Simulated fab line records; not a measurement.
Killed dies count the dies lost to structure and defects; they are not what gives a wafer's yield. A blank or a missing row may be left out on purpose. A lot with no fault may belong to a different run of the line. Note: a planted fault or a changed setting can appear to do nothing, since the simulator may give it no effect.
The tool behind it: which one?	flow sky130	at 1 step of a route of 708, 12 lots with 36 wafers sampled

WHAT EACH GAUGE READ, for each wafer
SKY_FIELD_ISO_THK_MEAS_04.
lot	measured	on	FIELD_ISO_CVD_03_THK (nm)
L075	day 1 23:08	film metro-03	163.9 163.2 162.6
L077	day 2 04:30	film metro-01	163.9 164.4 163.7
L079	day 2 15:18	film metro-04	164.0 162.7 164.1
L081	day 3 00:53	film metro-01	167.0 165.8 165.6
L083	day 3 10:52	film metro-03	163.3 165.0 164.8
L085	day 3 20:52	film metro-03	164.1 163.6 162.5
L087	day 4 06:43	film metro-03	163.9 164.6 163.9
L089	day 4 17:22	film metro-03	164.9 164.9 166.0
L091	day 5 07:05	film metro-03	169.3 168.2 168.5
L093	day 5 13:55	film metro-03	167.3 167.2 166.5
L095	day 6 05:57	film metro-03	166.1 166.1 166.3
L097	day 6 11:38	film metro-03	165.7 167.3 167.4

WHICH TOOL RAN EACH LOT (tool, then ch and the chambers of the sampled wafers, then the start)
No process step before these readings appears in the record.

THE ANSWER, worked out from the rows above alone
Rule: what is usual is taken from the lots themselves. Put in order of their means at a reading, lots are off if they are a third of the lots or fewer, leave a main group of 4 or more, and stand apart from it by a gap of 3 or more times the standard deviation of the main group's means; of several such gaps the widest counts. Not used: any main group whose means are identical at the precision the tables above print for the reading. Also off: a lot with no number at a reading for which 4 or more lots have one. The other lots that the step has rows for count as sound.
No lot is off on any of the readings shown, so nothing can be concluded from this.

WHAT THE SIMULATOR HAD PUT IN
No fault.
